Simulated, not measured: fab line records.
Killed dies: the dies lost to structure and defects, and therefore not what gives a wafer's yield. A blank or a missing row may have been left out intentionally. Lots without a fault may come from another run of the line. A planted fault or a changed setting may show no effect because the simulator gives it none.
Chamber matching | flow gf180mcu | GF_STI_ETCH_13 on rieDiel-04 has 4 sister chambers
The step etches the open film in CHF3/O2, stops on Si, target depth 282.31 nm, time 112.9 s. 14 wafers are shown with their chamber, then 7 later ones without.

EACH WAFER AND ITS CHAMBER
wafer  | chamber | drypumpMotorCurrentA (A) | throttleValvePct (%) | oesProductAu (a.u.)
L074.2 | 3       | 5.7                      | 8.796                | 0.823
L074.3 | 0       | 6.0                      | 8.819                | 0.842
L074.5 | 3       | 5.7                      | 8.812                | 0.841
L084.3 | 3       | 5.7                      | 8.809                | 0.834
L084.4 | 1       | 6.5                      | 8.816                | 0.830
L084.5 | 2       | 5.1                      | 8.808                | 0.835
L090.1 | 0       | 6.0                      | 8.815                | 0.838
L090.2 | 1       | 6.6                      | 8.810                | 0.831
L090.5 | 3       | 5.7                      | 8.812                | 0.832
L091.2 | 2       | 5.1                      | 8.807                | 0.827
L091.3 | 3       | 5.7                      | 8.796                | 0.833
L091.6 | 1       | 6.6                      | 8.808                | 0.824
L093.3 | 0       | 6.0                      | 8.814                | 0.833
L093.4 | 1       | 6.6                      | 8.802                | 0.820

SIGNATURES, as means of the wafers listed above
reading              | chamber 0 | chamber 1 | chamber 2 | chamber 3 | scatter within a chamber
drypumpMotorCurrentA | 6.000     | 6.575     | 5.100     | 5.700     | 0.0274
throttleValvePct     | 8.81600   | 8.80900   | 8.80750   | 8.80500   | 0.00625
oesProductAu         | 0.83767   | 0.82625   | 0.83100   | 0.83260   | 0.00564
Rule: a wafer's distance from a chamber is the root of the sum, over the readings, of the square of ((its reading less the chamber's mean) divided by the reading's scatter). If the next closest chamber is less than 2 further off than the closest, the wafer can't be placed; otherwise it belongs to the closest. The scatter: take each reading less its chamber's mean, square it, sum over the shown wafers, divide by the number of wafers less the number of chambers, and take the root.

WAFERS MISSING THEIR CHAMBER
wafer  | drypumpMotorCurrentA (A) | throttleValvePct (%) | oesProductAu (a.u.)
L093.6 | 6.6                      | 8.811                | 0.824
L094.1 | 5.7                      | 8.812                | 0.829
L094.4 | 6.6                      | 8.805                | 0.828
L094.6 | 6.0                      | 8.792                | 0.821
L095.2 | 5.7                      | 8.815                | 0.832
L095.3 | 6.5                      | 8.804                | 0.826
L095.6 | 6.0                      | 8.811                | 0.823

EACH ONE'S CHAMBER
wafer  | from the rows above | in truth
L093.6 | 1                   | 1
L094.1 | 3                   | 3
L094.4 | 1                   | 1
L094.6 | 0                   | 0
L095.2 | 3                   | 3
L095.3 | 1                   | 1
L095.6 | 0                   | 0
7 of 7 placed correctly. Not placeable from these rows: 0. 0 placed wrongly.
